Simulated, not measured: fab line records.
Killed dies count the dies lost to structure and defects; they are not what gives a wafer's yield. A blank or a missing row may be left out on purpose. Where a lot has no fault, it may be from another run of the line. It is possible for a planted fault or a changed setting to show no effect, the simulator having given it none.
Split-lot study -- flow sky130 -- route with 708 steps; 5 lots, 23 wafers read

THE SPLIT
At SKY_VT_ADJUST_PCH_IMPLANT_08, the setting energy-kev was moved away from the recipe's 10 on 4 of the 23 wafers read, by -5.4% to +2.0%. All remaining wafers had this setting at the recipe value.

The reading is taken at the split's own step.

THE READING
The simulator's own value implant.drp-nm, read by no gauge, in nm at SKY_VT_ADJUST_PCH_IMPLANT_08. There is no usual value for it anywhere in the file.

wafer,"tool, chamber at the split",energy-kev as run,against the recipe,"implant.drp-nm, nm",against lot-mates on the recipe
L074.2,"implanter-02, 0",10,recipe,17.11,-
L074.4,"implanter-02, 0",10,recipe,17.11,-
L074.5,"implanter-02, 0",10,recipe,17.11,-
L076.1,"implanter-01, 0",10,recipe,17.11,-
L076.2,"implanter-01, 0",10,recipe,17.11,-
L076.4,"implanter-01, 0",10,recipe,17.11,-
L076.5,"implanter-01, 0",10,recipe,17.11,-
L076.6,"implanter-01, 0",10,recipe,17.11,-
L081.1,"implanter-03, 0",10,recipe,17.11,-
L081.5,"implanter-03, 0",10,recipe,17.11,-
L081.6,"implanter-03, 0",10,recipe,17.11,-
L081.2,"implanter-03, 0",9.455,-5.4%,16.46,-0.65
L081.3,"implanter-03, 0",9.455,-5.4%,16.46,-0.65
L083.1,"implanter-03, 0",10.2,+2.0%,17.35,+0.24
L083.3,"implanter-03, 0",10.2,+2.0%,17.35,+0.24
L083.2,"implanter-03, 0",10,recipe,17.11,-
L083.4,"implanter-03, 0",10,recipe,17.11,-
L083.6,"implanter-03, 0",10,recipe,17.11,-
L085.1,"implanter-03, 0",10,recipe,17.11,-
L085.2,"implanter-03, 0",10,recipe,17.11,-
L085.4,"implanter-03, 0",10,recipe,17.11,-
L085.5,"implanter-03, 0",10,recipe,17.11,-
L085.6,"implanter-03, 0",10,recipe,17.11,-

THE FIT
A straight line over all 23 wafers: implant.drp-nm changes by +0.119 nm for each +1% of energy-kev; r = +1.00; the points scatter about the line by 0.00039 nm.
The same after taking each lot's own level away (the mean of its wafers on the recipe; 23 wafers): +0.119 nm for each +1%; r = +1.00; scatter 0.00039 nm.
According to that fit, moving energy-kev by its largest amount changes the reading by 0.65 nm.
The lots' own levels span 17.110 to 17.110 nm.
Hence the lot-to-lot level has little effect on the slope; both slopes agree.
Check: with one of the wafers moved furthest among these (-5.4%) left out of the fit, the line predicts -0.651 nm for it against its lot-mates. It came out at -0.65 nm against them.

THE OTHER SPLITS THESE WAFERS WENT THROUGH
Other splits were also applied to these wafers ahead of the reading. Each is held against what the fit with the lots' levels taken away leaves over:
other split on the same wafers,wafers away from the commonest value,r with implant.drp-nm (lot level and that fit taken away)
SKY_VT_ADJUST_HVTR_IMPLANT_09 dose-cm2,10,+0.30

THE WHOLE CHAIN: every reading that the file lists as answering this split, in the file's order
step,what it does,reading,change (the file's fit),r (the file's)
SKY_VT_ADJUST_PCH_IMPLANT_08,,"implant.rp-nm (the simulator's own value, which no gauge read)",+0.277 nm for each +1% of the setting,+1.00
SKY_VT_ADJUST_PCH_IMPLANT_08,,"implant.drp-nm (the simulator's own value, which no gauge read)",+0.12 nm for each +1% of the setting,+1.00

FILE'S OWN FIT
implant.drp-nm changes by +0.12 nm for each +1% of energy-kev, r = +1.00.
